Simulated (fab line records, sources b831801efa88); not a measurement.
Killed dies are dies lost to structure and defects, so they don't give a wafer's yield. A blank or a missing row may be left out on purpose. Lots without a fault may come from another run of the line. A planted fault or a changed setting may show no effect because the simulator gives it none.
A struck lot beside a sound one | flow gf180mcu | 15 steps out of a route of 602
Sound: wafers L679.1, L679.4, L679.5. Struck: wafers L680.1, L680.2, L680.4. The cause comes at the end.
At each step with rows: each side's tool, then ch and its chambers, then its first start. Under that, the readings that differ: sound wafers | struck wafers | difference of the means | sigmas: that difference in standard deviations of wafers without a fault.
alike: readings whose means differ by less than 2 such deviations, and words and numbers that are the same on both sides. not compared: withheld readings, readings that some wafer has no value for, bounds like >300 that may hide the same value, and numbers for which the record gives no deviation and whose values overlap.
The two part at a step that has a row with sigmas, a row that says differs or no value, or rows on one side only. Numbers that don't overlap but have no deviation are shown without sigmas and don't part them. A reading that every wafer of one side lacks parts them only if that side has two wafers or more.

first, 7 steps without rows for these wafers: GF_V2_HMDS_07 (prime time 60 s); GF_V2_COAT_08; GF_V2_COAT_09 (resist thk 1000 nm); GF_V2_SOFTBAKE_10 (time 60 s); GF_V2_EXPOSE_11 (exposes mask Via2, target cd 260 nm); GF_V2_PEB_12 (peb time 90 s); GF_V2_DEVELOP_13 (develop time 60 s).
GF_V2_CD_MEAS_14: target cd 260 nm.
  sound on cd_sem-02, day 22 12:53; struck on cd_sem-01, day 22 17:40
  alike: cd_nm
GF_V2_OVL_MEAS_15:
  sound on overlay-01, day 22 13:01; struck on overlay-02, day 22 17:47
  alike: V2_OVL
GF_V2_ETCH_16: etches BARC in N2/H2.
  sound on rie_diel-04 ch 0,2, day 22 13:02; struck on rie_diel-04 ch 2,3, day 22 17:50
  alike: drypump_motor_current_A, n2_flow_sccm, oes_product_au, throttle_valve_pct
GF_V2_ETCH_17: etches SiO2 in C4F8/O2/Ar, stops on TiN, target depth 630 nm.
  sound on rie_diel-04 ch 0,2; struck on rie_diel-04 ch 2,3
  reading               | sound             | struck            | difference | sigmas
  oes_product_au (a.u.) | 0.847 0.856 0.855 | 0.865 0.863 0.860 | +0.010     | +2
GF_V2_STRIP_18: strips in O2/N2.
  sound on plasma_asher-01 ch 0,1, day 22 13:10; struck on plasma_asher-01 ch 0,1, day 22 17:58
  alike: chamber_pressure_mTorr, drypump_motor_current_A, heater_power_w, n2_flow_sccm, oes_product_au
  not compared: rf_hours_counter_h
GF_V2_STRIP_19: strips in post etch residue remover, time 1200 s.
  sound on wet_bench-02 ch 0, day 22 13:16; struck on wet_bench-02 ch 1, day 22 18:04
  no value came back on the struck wafers for bath_guard_temp_C (C), bath_heat_duty_pct (%); on the sound wafers bath_guard_temp_C (C) reads 72.5 72.9 72.4
then, 1 step without rows for these wafers: GF_V2_CLEAN_20 (cleans in DIW).
-- the record jumps here: 8 days lie between the struck wafers' starts before and after (it left off in module V2 and takes up again in module PASSIVATION, whose first step shown is number 602 of the route) --
GF_PASSIVATION_PROBE_99:
  sound on prober-02, day 30 21:11; struck on prober-01, day 30 22:47
  reading                       | sound            | struck            | difference | sigmas
  model.etest.via2_chain.rc_ohm | 6.312 6.45 6.778 | 8.146 7.483 7.746 | +1.278     |

WHERE THEY PART
First at GF_V2_ETCH_17; last, within this record, at GF_V2_STRIP_19.

WHY: what the simulator had put in
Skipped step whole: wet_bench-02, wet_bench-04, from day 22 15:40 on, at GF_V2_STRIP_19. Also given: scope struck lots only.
